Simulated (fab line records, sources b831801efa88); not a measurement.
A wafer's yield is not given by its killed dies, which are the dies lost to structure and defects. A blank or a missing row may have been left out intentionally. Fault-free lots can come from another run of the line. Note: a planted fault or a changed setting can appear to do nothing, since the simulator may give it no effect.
A lot that was struck, set against a sound lot + flow sky130 + 20 out of 708 route steps
Sound: these wafers, L558.2, L558.3, L558.4. Struck: wafers L560.1, L560.5, L560.6. Last of all comes the cause.
Per side, at each step with rows, come the tool, then ch with its chambers, and then its first start. Under that, the readings that differ: sound wafers + struck wafers + difference of the means + sigmas: that difference in standard deviations of wafers without a fault.
alike: readings with means less than 2 such deviations apart, plus words and numbers identical on both sides. not compared: withheld readings, readings lacking a value on some wafer, bounds such as >300 that could conceal the same value, and numbers that have no deviation in the record and whose values overlap.
The two part at a step that has a row with sigmas, a row that says differs or no value, or rows on one side only. Non-overlapping numbers with no deviation appear without sigmas and do not part them. Lack of a reading on every wafer of one side parts them only where that side has two or more wafers.

SKY_FIELD_ISO_BOW_MEAS_00:
  struck on film-metro-01, day 4 03:00; sound on film-metro-01, day 3 17:01
  alike: INCOMING_BOW
then, 1 step without rows for these wafers: SKY_FIELD_ISO_OXIDATION_01 (stabilise 600 s, purge 300 s, target thk 12 nm).
SKY_FIELD_ISO_THK_MEAS_02:
  struck on film-metro-03, day 4 05:41; sound on film-metro-01, day 3 18:47
  alike: FIELD_ISO_OXIDATION_00_THK
then, 1 step without rows for these wafers: SKY_FIELD_ISO_CVD_03 (deposits Si3N4 from DCS/NH3, target thk 165 nm, time 2830 s).
SKY_FIELD_ISO_THK_MEAS_04:
  struck on film-metro-03, day 4 07:51; sound on film-metro-01, day 3 20:37
  alike: FIELD_ISO_CVD_03_THK
then, 5 steps without rows for these wafers: SKY_FIELD_ISO_DEHYDRATE_05 (time 60 s); SKY_FIELD_ISO_HMDS_06 (prime time 60 s); SKY_FIELD_ISO_COAT_07 (resist thk 60 nm); SKY_FIELD_ISO_COAT_08 (resist thk 450 nm); SKY_FIELD_ISO_SOFTBAKE_09 (time 90 s).
SKY_FIELD_ISO_EXPOSE_10: exposes mask FOM, target cd 150 nm.
  sound on krf-scanner-02 ch 0, day 4 05:44; struck on krf-scanner-02 ch 0, day 4 16:14
| reading              | sound             | struck            | difference | sigmas |
|----------------------|-------------------|-------------------|------------|--------|
| exposure-dose-mJ-cm2 | 28.14 28.18 28.17 | 34.11 34.13 34.11 | +5.95      | +73    |
  alike: mask
then, 2 steps without rows for these wafers: SKY_FIELD_ISO_PEB_11; SKY_FIELD_ISO_DEVELOP_12 (develop time 60 s).
SKY_FIELD_ISO_CD_MEAS_13 targets a cd of 150 nm.
  struck on cd-sem-02, day 5 01:07; sound on cd-sem-01, day 4 13:35
| reading    | sound             | struck            | difference | sigmas |
|------------|-------------------|-------------------|------------|--------|
| cd-nm (nm) | 147.5 148.3 150.3 | 116.5 116.9 118.2 | -31.5      | -19    |
SKY_FIELD_ISO_ETCH_14: etches BARC in N2/H2, stops on SiO2, time 45.9 s, target depth 60 nm.
  sound on rie-diel-03 ch 1,2,3, day 4 13:41; struck on rie-diel-03 ch 0,2,3, day 5 01:14
| reading                    | sound             | struck          | difference | sigmas |
|----------------------------|-------------------|-----------------|------------|--------|
| model.FIELD_ISO.cd-nm (nm) | 146.4 147.1 150.3 | 115 117.6 116.7 | -32        |        |
  alike: drypump-motor-current-A, oes-product-au, throttle-valve-pct
  not compared: rf-hours-counter-h
SKY_FIELD_ISO_ETCH_15: etches the open film in CHF3/O2, stops on Si, target depth 180 nm, time 72 s.
  sound on rie-diel-03 ch 1,2,3, day 4 13:44; struck on rie-diel-03 ch 0,2,3, day 5 01:17
  alike: drypump-motor-current-A, oes-product-au, throttle-valve-pct
  not compared: rf-hours-counter-h
SKY_FIELD_ISO_STRIP_16: strips in O2/N2.
  sound on plasma-asher-04 ch 0,1, day 4 13:47; struck on plasma-asher-01 ch 0,1, day 5 01:20
  alike: drypump-motor-current-A, oes-product-au, strip-time-to-endpoint-s
  not compared: rf-hours-counter-h
SKY_FIELD_ISO_ETCH_17: etches Si in HBr/Cl2/O2, target depth 342 nm, time 97.7 s.
  sound on rie-si-02 ch 0,1,3, day 4 13:53; struck on rie-si-02 ch 0,1,2, day 5 01:26
| reading                    | sound             | struck            | difference | sigmas |
|----------------------------|-------------------|-------------------|------------|--------|
| model.FIELD_ISO.cd-nm (nm) | 146.3 147.5 148.8 | 115.2 116.8 116.5 | -31.4      |        |
  alike: drypump-motor-current-A, oes-product-au, throttle-valve-pct
  not compared: rf-hours-counter-h
then, 1 step without rows for these wafers: SKY_FIELD_ISO_WET_ETCH_18 (etches Si3N4 in H3PO4, target depth 25 nm, time 286 s).
-- here the record skips 44 days between the struck wafers' starts before and after, leaving off in module FIELD_ISO and picking up in module PAD_OPEN (first step shown: number 708 of the route) --
SKY_PAD_OPEN_PROBE_99:
  struck on prober-01, day 48 19:21; sound on prober-01, day 48 17:54
| reading             | sound    | struck      | difference | sigmas |
|---------------------|----------|-------------|------------|--------|
| killed-at-front-end | 12 14 15 | 416 385 393 | +384       | +92    |
| killed-dies         | 77 98 91 | 476 466 466 | +381       | +46    |
| killed-on-rim       | 16 24 20 | 86 81 80    | +62        | +17    |
  alike: killed_at_M0_to_M3, killed_at_M4_up, killed-at-contacts, killed-at-other, killed-open, killed-short

== WHERE THEY PART ==
Earliest at SKY_FIELD_ISO_EXPOSE_10; latest, in this record, at SKY_PAD_OPEN_PROBE_99.

WHY: what the simulator had put in
Process parameters drifting: krf-scanner-02 at SKY_FIELD_ISO_EXPOSE_10, beginning at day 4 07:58. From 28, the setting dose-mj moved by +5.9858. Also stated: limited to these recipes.
